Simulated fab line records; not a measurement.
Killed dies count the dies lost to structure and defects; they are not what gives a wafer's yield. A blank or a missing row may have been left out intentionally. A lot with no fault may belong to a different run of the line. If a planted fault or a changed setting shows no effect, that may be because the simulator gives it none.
Tool commonality check + flow gf180mcu + 13 lots and 38 wafers in the sample

## WHAT PROMPTED THE OPENING
2 of 13 lots carry a flag on the reading SALICIDE_TIN_RS at GF_SALICIDE_RS_MEAS_04. No-fault wafers: 16.23 ohm/sq, standard deviation 0.29.
Rule: a lot is flagged when every wafer of it that has a number lies more than 4 standard deviations from that mean, or none has a number. The rest of the lots are taken to be sound.

| lot  | measured     | on            | SALICIDE_TIN_RS (ohm/sq), wafer by wafer | flag    |
|------|--------------|---------------|------------------------------------------|---------|
| L489 | day 15 02:28 | film_metro-04 | 15.85 15.65                              |         |
| L490 | day 15 07:43 | film_metro-02 | 16.16 16.29 16.39                        |         |
| L493 | day 16 10:28 | film_metro-02 | 15.91 15.89 15.93                        |         |
| L497 | day 17 19:51 | film_metro-04 | 55.67 55.08 55.40                        | FLAGGED |
| L498 | day 18 12:09 | film_metro-02 | 56.06 56.78 55.92                        | FLAGGED |
| L500 | day 19 04:38 | film_metro-01 | 16.57 16.66 16.35                        |         |
| L503 | day 20 04:22 | film_metro-02 | 16.69 16.47 16.52                        |         |
| L505 | day 20 19:11 | film_metro-02 | 16.23 16.32 16.34                        |         |
| L506 | day 21 03:05 | film_metro-04 | 16.44 16.48 16.18                        |         |
| L507 | day 21 06:29 | film_metro-01 | 16.32 15.93 16.01                        |         |
| L509 | day 22 06:28 | film_metro-01 | 16.58 16.63 16.42                        |         |
| L511 | day 23 08:29 | film_metro-02 | 16.24 15.79 15.88                        |         |
| L512 | day 23 10:08 | film_metro-04 | 16.07 15.72 16.06                        |         |
Flagged lots average 55.82 ohm/sq: +39.59 ohm/sq relative to the usual, that is +99 or more standard deviations.

## WHICH TOOL EACH LOT WENT THROUGH
The record holds 2 process steps before the reading, out of a route of 602 steps. Cell contents, in order: the tool; ch with the chambers the sampled wafers went through; the start.
| lot  | flag    | GF_PSD_STRIP_10                      | GF_SALICIDE_SPUTTER_02       |
|------|---------|--------------------------------------|------------------------------|
| L489 |         | plasma_asher-02 ch 1, day 14 04:32   | pvd_sputter-01, day 15 02:23 |
| L490 |         | plasma_asher-02 ch 0,1, day 14 09:19 | pvd_sputter-02, day 15 07:38 |
| L493 |         | plasma_asher-04 ch 0,1, day 15 12:11 | pvd_sputter-01, day 16 10:23 |
| L497 | FLAGGED | plasma_asher-02 ch 0,1, day 16 20:47 | pvd_sputter-03, day 17 19:47 |
| L498 | FLAGGED | plasma_asher-03 ch 0, day 17 11:25   | pvd_sputter-01, day 18 12:04 |
| L500 |         | plasma_asher-03 ch 0,1, day 18 03:41 | pvd_sputter-02, day 19 04:35 |
| L503 |         | plasma_asher-02 ch 0,1, day 19 03:25 | pvd_sputter-01, day 20 04:16 |
| L505 |         | plasma_asher-04 ch 0,1, day 19 18:44 | pvd_sputter-01, day 20 19:06 |
| L506 |         | plasma_asher-02 ch 0,1, day 20 02:43 | pvd_sputter-02, day 21 02:58 |
| L507 |         | plasma_asher-04 ch 0,1, day 20 06:01 | pvd_sputter-01, day 21 06:25 |
| L509 |         | plasma_asher-03 ch 0,1, day 21 06:25 | pvd_sputter-01, day 22 06:22 |
| L511 |         | plasma_asher-04 ch 0,1, day 22 08:37 | pvd_sputter-03, day 23 08:25 |
| L512 |         | plasma_asher-03 ch 1, day 22 09:50   | pvd_sputter-03, day 23 10:04 |
What these steps do:
- GF_PSD_STRIP_10: strips in O2/N2.
- GF_SALICIDE_SPUTTER_02: material Co, target thk 10 nm, time 20 s.
- GF_SALICIDE_RS_MEAS_04: measures by four-point-probe.

## FLAGGED AGAINST TOTAL, ONE TOOL AT A TIME (gauges that did the reading follow at the end)
| step                   | tool            | lots run | flagged | share of the flagged lots | sound lots run after its first flagged lot |
|------------------------|-----------------|----------|---------|---------------------------|--------------------------------------------|
| GF_PSD_STRIP_10        | plasma_asher-02 | 5        | 1       | some                      | 2 (L503,L506)                              |
| GF_PSD_STRIP_10        | plasma_asher-03 | 4        | 1       | some                      | 3 (L500,L509,L512)                         |
| GF_PSD_STRIP_10        | plasma_asher-04 | 4        | 0       | none                      | -                                          |
| GF_SALICIDE_SPUTTER_02 | pvd_sputter-01  | 7        | 1       | some                      | 4 (L503,L505,L507,L509)                    |
| GF_SALICIDE_SPUTTER_02 | pvd_sputter-02  | 3        | 0       | none                      | -                                          |
| GF_SALICIDE_SPUTTER_02 | pvd_sputter-03  | 3        | 1       | some                      | 2 (L511,L512)                              |
| GF_SALICIDE_RS_MEAS_04 | film_metro-01   | 3        | 0       | none                      | -                                          |
| GF_SALICIDE_RS_MEAS_04 | film_metro-02   | 6        | 1       | some                      | 3 (L503,L505,L511)                         |
| GF_SALICIDE_RS_MEAS_04 | film_metro-04   | 4        | 1       | some                      | 2 (L506,L512)                              |

## WHAT THE TABLE ALLOWS
No row of the table ran every flagged lot.

## WHAT THE SIMULATOR PUT IN
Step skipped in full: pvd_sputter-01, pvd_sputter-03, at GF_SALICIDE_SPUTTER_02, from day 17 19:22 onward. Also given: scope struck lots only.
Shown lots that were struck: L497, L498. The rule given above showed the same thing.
